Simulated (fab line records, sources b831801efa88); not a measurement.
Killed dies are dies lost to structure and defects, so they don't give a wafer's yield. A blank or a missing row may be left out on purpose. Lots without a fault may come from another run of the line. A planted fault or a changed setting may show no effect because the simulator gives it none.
Problem report in the 8D (eight disciplines) form, filled by code | flow sfq_line | the parts of the form that need people (team, actions taken, sign-off) are left out

1. THE PROBLEM
oes_product_au at SFQ_TRILAYER_L0_VIA_ETCH_VIA_ETCH_016 reads a mean of 1.013 a.u. on 3 wafers of 3 lots; wafers without a fault read 0.842 a.u. with a standard deviation of 0.0078. That is +22 standard deviations from the usual mean.
The step: etches SiO2 in CHF3, stops on MoNx KI, target depth 80 nm.
First seen on wafer L806.3, day 8 04:16, on rie_diel-04. The record holds 42 wafers of 14 lots with a number at this step. Rule for "out", or "out of limits": more than 4 standard deviations from the usual mean. The other wafers with a number count as sound.

2. WHAT IT IS AND WHAT IT IS NOT
question                    | is                                    | is not
which readings at this step | oes_product_au                        | drypump_motor_current_A
which lots                  | L806, L809, L810                      | L795, L796, L797, L798, L799, L800, L801, L802, L803, L804, L816
which wafers of those lots  | L806.3, L809.3, L810.6                | L806.1, L806.5, L809.1, L809.4, L810.3, L810.4
read on which tools         | rie_diel-01, rie_diel-02, rie_diel-04 | -
when                        | from day 8 04:16                      | up to then (32 sound wafers); but 7 sound wafers of L809, L810, L816 came after

3. SUSPECTS, AND WHAT RULES EACH OUT
Counting: a tool at a process step up to the reading stays a suspect if it ran every lot that is out. Sound lots after the first of them don't rule it out here, since some wafers of a struck lot are sound.
- pecvd-03 at SFQ_TRILAYER_L0_CAP_PECVD_011 (deposits SiO2 from SiH4/N2O, time 13.333 s, target thk 60 nm): kept. It ran every lot that is out, first L806 (day 5 13:20); its last sound lot up to then is L804 (day 5 02:32).
- Within pecvd-03 at SFQ_TRILAYER_L0_CAP_PECVD_011: the wafers that are out ran in chamber 2; their sound lot-mates ran in chambers 0, 1.
Left after counting: pecvd-03 at SFQ_TRILAYER_L0_CAP_PECVD_011.

4. THE CAUSE (what the simulator had put in)
Process parameter drift: pecvd-03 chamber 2, from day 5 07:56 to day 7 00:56, at SFQ_TRILAYER_L0_CAP_PECVD_011. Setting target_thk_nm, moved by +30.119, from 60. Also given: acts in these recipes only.
Counting left only this tool.

5. THE CHAIN OF EFFECTS, in route order
Each row: a reading whose mean over the struck wafers that have a number lies more than 3 standard deviations from the usual. Only readings for which the record gives a usual standard deviation are gone through. hours: the time from each lot's start at the first step in this table that gives one to its start at this step, as a median over the lots. sigmas: the change in usual standard deviations.
hours | step                                  | reading        | usual      | on struck wafers | change | sigmas
0     | SFQ_TRILAYER_L0_VIA_ETCH_VIA_ETCH_016 | oes_product_au | 0.842 a.u. | 1.013            | +0.171 | +22
The process steps in it:
- SFQ_TRILAYER_L0_VIA_ETCH_VIA_ETCH_016: etches SiO2 in CHF3, stops on MoNx KI, target depth 80 nm.

6. WHAT WOULD HAVE CAUGHT IT SOONER
In this record the first reading out of limits was taken at day 8 04:16, 68 hours after the fault began at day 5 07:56.
Of the tool readings at SFQ_TRILAYER_L0_CAP_PECVD_011 for which the record gives a usual standard deviation, none was out on any struck wafer, so an alarm limit of 4 standard deviations on them would not have fired.
All the lots that are out (3) had begun SFQ_TRILAYER_L0_CAP_PECVD_011 on pecvd-03 by day 8 04:16. A hold on the tool at that time would have spared none of them.
